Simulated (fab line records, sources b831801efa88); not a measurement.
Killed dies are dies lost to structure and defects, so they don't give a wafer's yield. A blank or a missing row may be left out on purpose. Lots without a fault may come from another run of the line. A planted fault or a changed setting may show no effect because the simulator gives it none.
fab line records | flow sky130
record lots=5 wafers=14 last_day=50
route steps=708 shown LOCAL_INTERCONNECT@389 PAD_OPEN@708
lots that met no fault: from a run of the same line without faults
start_h: hours from the record's first day to the start of the lot's first wafer shown | wait_h: hours since the lot's step before | " the same as in the row above | L1.1+2: a row that stands for several wafers | - no value, or no start given | * or withheld: withheld | < > ~ a bound
route shown NAME@n: a module of which the file shows steps, and the number in the route of the first | usual: mean/standard deviation of fault-free wafers | same: alike in all rows | chamber/n: place in a boat | sites: the reading at each site | _std_site: their standard deviation | _edge_site: outer sites' mean less inner sites' | radius_mm: how far each site lies from the wafer's centre | mask NAME#n: copy n | behind: the tool/chamber that last shaped the wafer | hold: why the lot was held/for how many hours/how that ended | device: the transistor (n, p or np) that didn't switch | end of line: the same wafers' tests at the end of the route | a step without rows: its recipe alone | killed: dies lost to structure and defects at the first sort, not the wafer's yield | map: a wafer's dies, x killed, . not, _ none there
set.NAME: the setting as run; set.NAME@STEP: as run at that earlier step | model.NAME: the simulator's own value behind a step, which no gauge read
lots at some steps of the route; a table a step, a row a wafer
services: from which hour (start_h, from the record's first day; less than 0 if before it) a tool's chamber was out of use, for how many hours, and why
## steps
# step SKY_LOCAL_INTERCONNECT_THK_MEAS_02
# recipe thk_meas_gauge=xrf reads=TiN_of_LOCAL_INTERCONNECT_SPUTTER_00
# usual LOCAL_INTERCONNECT_TIN_THK=100.8/1.1
# columns lot.wafer tool chamber start_h wait_h LOCAL_INTERCONNECT_TIN_THK[nm]
L834.1 film_metro-03 - 682.75 0.1 100.1
L834.4 " - " " 101.1
L834.6 " - " " 100.4
L841.1 film_metro-03 - 752.35 0.1 100.3
L841.3 " - " " 99.8
L841.4 " - " " 100.3
L845.4 film_metro-01 - 773.80 0.1 102.8
L845.6 " - " " 101.8
L854.2 film_metro-03 - 836.46 0.1 99.7
L854.3 " - " " 100.1
L854.5 " - " " 100.5
L855.1 film_metro-04 - 845.02 0.1 100.2
L855.4 " - " " 100.7
L855.5 " - " " 100.5
# step SKY_LOCAL_INTERCONNECT_DEHYDRATE_03
# recipe temp_c=200 time_s=60
# step SKY_LOCAL_INTERCONNECT_HMDS_04
# recipe prime_time_s=60 prime_temp_c=120
# step SKY_LOCAL_INTERCONNECT_COAT_05
# recipe resist=BARC temp_c=withheld time_s=withheld spin_rpm=3000 resist_thk_nm=60
# step SKY_LOCAL_INTERCONNECT_COAT_06
# recipe resist=KrF-thick spin_rpm=3000 resist_thk_nm=455.2
# step SKY_LOCAL_INTERCONNECT_SOFTBAKE_07
# recipe temp_c=100 time_s=90 resist=KrF-thick
# step SKY_LOCAL_INTERCONNECT_EXPOSE_08
# recipe mask_id=LI1M na=0.8 source_shape=annular sigma_inner=0.55 sigma_outer=0.85 target_cd_nm=170 dose_mj=28
# step SKY_LOCAL_INTERCONNECT_PEB_09
# recipe peb_temp_c=withheld peb_time_s=withheld resist=KrF-thick
# step SKY_LOCAL_INTERCONNECT_DEVELOP_10
# recipe develop_time_s=60 resist=KrF-thick dev_temp_c=21
# step SKY_LOCAL_INTERCONNECT_CD_MEAS_11
# recipe target_cd_nm=170
# usual cd_nm=170.2/1.4
# columns lot.wafer tool chamber start_h wait_h cd_nm
L834.1 cd_sem-01 - 710.80 - 172.4
L834.4 " - " " 173.7
L834.6 " - " " 172.2
L841.1 cd_sem-02 - 780.17 - 170.3
L841.3 " - " " 171.0
L841.4 " - " " 170.6
L845.4 cd_sem-02 - 800.56 - 168.8
L845.6 " - " " 169.9
L854.2 cd_sem-01 - 862.56 - 171.9
L854.3 " - " " 171.5
L854.5 " - " " 171.8
L855.1 cd_sem-02 - 870.99 - 167.8
L855.4 " - " " 170.0
L855.5 " - " " 166.6
# step SKY_LOCAL_INTERCONNECT_OVL_MEAS_12
# usual LOCAL_INTERCONNECT_OVL=-3/6.2
# columns lot.wafer tool chamber start_h wait_h LOCAL_INTERCONNECT_OVL[nm]
L834.1 overlay-02 - 710.92 0.1 3
L834.4 " - " " 9
L834.6 " - " " 9
L841.1 overlay-01 - 780.29 0.1 -5
L841.3 " - " " -3
L841.4 " - " " 0
L845.4 overlay-01 - 800.64 0.1 -4
L845.6 " - " " -10
L854.2 overlay-01 - 862.67 0.1 -6
L854.3 " - " " -1
L854.5 " - " " -8
L855.1 overlay-02 - 871.11 0.1 -1
L855.4 " - " " -6
L855.5 " - " " 1
# step SKY_LOCAL_INTERCONNECT_ETCH_13
# recipe chemistry=N2/H2 target=BARC ion_energy_ev=200 bias_w=100 pressure_mtorr=30 n2_flow_sccm=100 h2_flow_sccm=200 icp_w=500 stop_on=SiO2 time_s=45.9 target_depth_a=600
# usual drypump_motor_current_A=5.6/0.36 oes_product_au=0.854/0.0047 rf_fwd_power_W=494.7/2.1 throttle_valve_pct=13.224/0.0099
# same time_s=45.9
# columns lot.wafer tool chamber start_h wait_h drypump_motor_current_A oes_product_au rf_fwd_power_W rf_hours_counter_h throttle_valve_pct
L834.1 rie_metal-03 0 710.95 0.0 5.5 0.856 493.8 13 13.234
L834.4 " 0 " " 5.5 0.857 494.2 - 13.237
L834.6 " 0 " " 5.5 0.852 491.2 - 13.235
L841.1 rie_metal-02 0 780.32 0.0 6.0 0.858 495.7 1 13.211
L841.3 " 0 " " 5.9 0.851 493.7 - 13.239
L841.4 " 1 " " 5.1 0.862 498.2 - 13.224
L845.4 rie_metal-02 1 800.68 0.0 5.1 0.850 495.8 - 13.220
L845.6 " 0 " " 5.9 0.857 494.2 - 13.238
L854.2 rie_metal-03 0 862.72 0.0 5.5 0.857 489.9 - 13.216
L854.3 " 0 " " 5.5 0.858 489.4 - 13.206
L854.5 " 0 " " 5.5 0.846 493.2 - 13.222
L855.1 rie_metal-01 1 871.15 0.0 6.0 0.856 494.9 10 13.245
L855.4 " 1 " " 6.0 0.859 497.0 - 13.240
L855.5 " 1 " " 6.0 0.853 494.7 - 13.215
# step SKY_LOCAL_INTERCONNECT_METAL_ETCH_14
# recipe target_depth_nm=110 stop_on=PSG chemistry=Cl2/BCl3 target=TiN resist_sidewall_deg=88 pressure_mtorr=10 icp_w=900 bias_w=48.5 Cl2_flow_sccm=60 bcl3_flow_sccm=30 time_s=31.4
# usual drypump_motor_current_A=5.5/0.36 oes_product_au=0.941/0.0069 rf_fwd_power_W=888/3.8 throttle_valve_pct=21.903/0.0098
# columns lot.wafer tool chamber start_h wait_h drypump_motor_current_A oes_product_au rf_fwd_power_W rf_hours_counter_h throttle_valve_pct
L834.1 rie_metal-03 0 711.02 0.0 5.5 0.946 887 13 21.889
L834.4 " 0 " " 5.5 0.954 885 - 21.907
L834.6 " 0 " " 5.5 0.943 884 - 21.890
L841.1 rie_metal-02 0 780.39 0.0 6.0 0.937 886 1 21.900
L841.3 " 0 " " 6.0 0.944 888 - 21.927
L841.4 " 1 " " 5.1 0.941 890 - 21.915
L845.4 rie_metal-02 1 800.73 0.0 5.1 0.969 - - 21.894
L845.6 " 0 " " 6.0 0.977 - - 21.881
L854.2 rie_metal-03 0 862.84 0.1 5.5 0.936 889 - 21.903
L854.3 " 0 " " 5.5 0.935 887 - 21.915
L854.5 " 0 " " 5.5 0.940 887 - 21.924
L855.1 rie_metal-01 1 871.28 0.1 6.0 0.937 888 10 21.893
L855.4 " 1 " " 5.9 0.936 889 - 21.901
L855.5 " 1 " " 6.0 0.944 888 - 21.898
# step SKY_LOCAL_INTERCONNECT_STRIP_15
# recipe chemistry=O2/N2 power_w=1400 pressure_mtorr=1500 platen_temp_c=withheld o2_flow_sccm=3000 n2_flow_sccm=300 overash_fraction=0.5
# usual drypump_motor_current_A=5.48/0.29 oes_product_au=0.429/0.0045 strip_time_to_endpoint_s=4.778/0.018
# columns lot.wafer tool chamber start_h wait_h drypump_motor_current_A oes_product_au rf_hours_counter_h strip_time_to_endpoint_s
L834.1 plasma_asher-01 1 711.07 0.0 5.52 0.428 60 4.772
L834.4 " 0 " " 5.45 0.422 - 4.767
L834.6 " 1 " " 5.53 0.431 - 4.790
L841.1 plasma_asher-01 0 780.44 0.0 5.48 0.421 67 4.790
L841.3 " 0 " " 5.42 0.420 - 4.811
L841.4 " 1 " " 5.46 0.428 - 4.800
L845.4 plasma_asher-04 0 800.80 0.1 5.65 0.433 - 4.794
L845.6 " 1 " " 5.05 0.429 - 4.794
L854.2 plasma_asher-04 0 862.93 0.1 5.63 0.430 102 4.791
L854.3 " 1 " " 5.04 0.433 - 4.785
L854.5 " 0 " " 5.65 0.434 - 4.782
L855.1 plasma_asher-01 1 871.38 0.1 5.43 0.429 76 4.762
L855.4 " 1 " " 5.42 0.421 - 4.764
L855.5 " 1 " " 5.47 0.432 - 4.758
# step SKY_PAD_OPEN_PROBE_99
# usual killed_at_M0_to_M3=44/7.1 killed_at_M4_up=3.1/1.9 killed_at_contacts=25/5.8 killed_at_front_end=16/4.5 killed_at_other=0.3/0.52 killed_dies=88/9.1 killed_open=48/6.8 killed_short=39/5.8
# same gross_dies=492 killed_at_back_side=0
# columns lot.wafer tool chamber start_h wait_h killed_at_M0_to_M3 killed_at_M4_up killed_at_contacts killed_at_front_end killed_at_other killed_dies killed_open killed_short
L834.1 prober-02 - 1080.06 0.1 49 5 28 19 0 101 55 46
L834.4 prober-02 - 1080.21 0.2 47 2 32 17 1 99 56 43
L834.6 prober-02 - 1080.31 0.2 43 5 22 22 1 93 51 42
L841.1 prober-02 - 1138.00 0.1 60 1 18 12 0 91 58 33
L841.3 prober-02 - 1138.10 0.2 42 8 23 19 0 92 47 45
L841.4 prober-02 - 1138.15 0.2 55 2 23 19 0 99 55 43
L845.4 prober-01 - 1148.11 0.2 28 2 15 31 0 76 37 39
L845.6 prober-01 - 1148.21 0.2 33 2 21 13 0 69 38 31
L854.2 prober-02 - 1191.66 0.1 57 4 38 10 0 109 59 50
L854.3 prober-02 - 1191.71 0.2 47 4 28 15 0 94 51 42
L854.5 prober-02 - 1191.81 0.2 50 5 24 8 0 87 49 37
L855.1 prober-01 - 1196.02 0.1 45 2 25 21 0 93 42 51
L855.4 prober-01 - 1196.17 0.2 38 3 41 16 0 98 65 32
L855.5 prober-01 - 1196.22 0.2 50 3 30 19 0 102 51 51
# killed by level:class
L834.1 VIA1:geometric_particle:open=14 METAL2:geometric_particle:short=11 VIA2:geometric_particle:open=10 LOCAL_INTERCONNECT:geometric_particle:short=7 CONTACT:geometric_particle:short=7 POLY_GATE:geometric_particle:short=6 LI_CONTACT:geometric_particle:open=6 FIELD_ISO:geometric_particle:open=5
L834.4 CONTACT:geometric_particle:open=12 VIA1:geometric_particle:open=11 METAL2:geometric_particle:short=7 LI_CONTACT:geometric_particle:open=7 METAL1:geometric_particle:short=7 VIA3:geometric_particle:open=7 POLY_GATE:geometric_particle:open=6 POLY_GATE:geometric_particle:short=5
L834.6 VIA1:geometric_particle:open=11 CONTACT:geometric_particle:open=9 POLY_GATE:geometric_particle:open=7 LI_CONTACT:geometric_particle:open=7 FIELD_ISO:geometric_particle:short=6 METAL2:geometric_particle:short=6 VIA3:geometric_particle:open=6 METAL1:geometric_particle:short=5
L841.1 VIA1:geometric_particle:open=23 CONTACT:geometric_particle:open=11 VIA2:geometric_particle:open=7 METAL2:geometric_particle:short=7 FIELD_ISO:geometric_particle:open=4 POLY_GATE:geometric_particle:short=4 METAL1:geometric_particle:short=4 VIA3:geometric_particle:open=4
L841.3 VIA1:geometric_particle:open=8 CONTACT:geometric_particle:open=7 METAL4:geometric_particle:short=7 VIA2:geometric_particle:open=6 LI_CONTACT:geometric_particle:open=6 FIELD_ISO:geometric_particle:open=5 FIELD_ISO:geometric_particle:short=5 CONTACT:geometric_particle:short=5
L841.4 VIA1:geometric_particle:open=15 VIA3:geometric_particle:open=11 VIA1:geometric_particle:short=9 LI_CONTACT:geometric_particle:open=7 METAL2:geometric_particle:short=6 FIELD_ISO:geometric_particle:short=5 FIELD_ISO:geometric_particle:open=5 LOCAL_INTERCONNECT:geometric_particle:short=5
L845.4 VIA1:geometric_particle:open=10 FIELD_ISO:geometric_particle:short=8 POLY_GATE:geometric_particle:short=7 POLY_GATE:geometric_particle:open=6 VIA3:geometric_particle:open=5 FIELD_ISO:geometric_particle:open=4 VIA1:geometric_particle:short=4 SPACER:geometric_particle:short=4
L845.6 VIA3:geometric_particle:open=7 VIA1:geometric_particle:open=6 CONTACT:geometric_particle:short=5 CONTACT:geometric_particle:open=5 METAL1:geometric_particle:short=5 LI_CONTACT:geometric_particle:short=4 POLY_GATE:geometric_particle:open=3 LI_CONTACT:geometric_particle:open=3
L854.2 VIA1:geometric_particle:open=15 CONTACT:geometric_particle:open=12 LI_CONTACT:geometric_particle:open=8 VIA1:geometric_particle:short=8 LOCAL_INTERCONNECT:geometric_particle:short=7 VIA3:geometric_particle:open=6 VIA3:geometric_particle:short=6 CONTACT:geometric_particle:short=6
L854.3 LI_CONTACT:geometric_particle:open=11 CONTACT:geometric_particle:open=9 METAL1:geometric_particle:short=8 VIA2:geometric_particle:open=7 METAL2:geometric_particle:short=6 VIA3:geometric_particle:open=6 CONTACT:geometric_particle:short=5 VIA1:geometric_particle:short=5
L854.5 VIA1:geometric_particle:open=11 LI_CONTACT:geometric_particle:open=9 VIA1:geometric_particle:short=9 VIA3:geometric_particle:open=8 VIA2:geometric_particle:open=6 CONTACT:geometric_particle:open=6 CONTACT:geometric_particle:short=5 METAL1:geometric_particle:short=5
L855.1 VIA1:geometric_particle:open=10 METAL1:geometric_particle:short=8 FIELD_ISO:geometric_particle:open=7 FIELD_ISO:geometric_particle:short=6 CONTACT:geometric_particle:open=6 LI_CONTACT:geometric_particle:open=5 LI_CONTACT:geometric_particle:short=5 LOCAL_INTERCONNECT:geometric_particle:short=5
L855.4 CONTACT:geometric_particle:open=17 VIA1:geometric_particle:open=12 LI_CONTACT:geometric_particle:open=11 CONTACT:geometric_particle:short=7 POLY_GATE:geometric_particle:open=6 LOCAL_INTERCONNECT:geometric_particle:short=5 METAL2:geometric_particle:short=5 VIA3:geometric_particle:open=5
L855.5 VIA1:geometric_particle:open=14 METAL2:geometric_particle:short=9 CONTACT:geometric_particle:open=8 FIELD_ISO:geometric_particle:short=6 LI_CONTACT:geometric_particle:short=6 LI_CONTACT:geometric_particle:open=6 LOCAL_INTERCONNECT:geometric_particle:short=6 VIA1:geometric_particle:short=5
## services
# columns tool chamber start_h hours kind
rie_metal-02 0 695.15 10.8 repair
plasma_asher-04 - 710.25 3.0 repair
rie_metal-02 0 712.28 - clean
rie_metal-02 0 712.28 19.1 scheduled_down
rie_metal-02 0 712.28 19.1 vent_cycle
rie_metal-03 0 726.52 63.0 repair
plasma_asher-01 - 738.37 2.1 repair
plasma_asher-01 - 761.39 0.6 repair
rie_metal-03 - 827.80 14.6 pm
rie_metal-03 0 842.40 - clean
rie_metal-03 0 842.40 15.4 scheduled_down
rie_metal-03 0 842.40 15.4 vent_cycle
rie_metal-03 1 851.76 17.4 repair
rie_metal-01 0 854.35 18.2 repair
## key
first_sign step=SKY_LOCAL_INTERCONNECT_METAL_ETCH_14 reading=oes_product_au direction=up sigmas=4.7 usual=0.941 struck=0.973
effect none on later readings
met_at SKY_LOCAL_INTERCONNECT_METAL_ETCH_14
struck_wafers L845.4,L845.6
tester_left_out L845
onset_between 780.39 800.73
fault kind=process_parameter_drift tool=rie_metal-02 chamber=- onset_h=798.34 steps=SKY_LOCAL_INTERCONNECT_METAL_ETCH_14 channel=time_s offset=* shape=step end_h=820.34 acts_in=* stated=*
# tester_left_out: of these lots the tester's yield and bins aren't shown, on N5 and GAA mostly nor the transistor test; their killed dies are dies lost to structure and defects alone, not to doping, threshold or leakage, so they don't give the yield
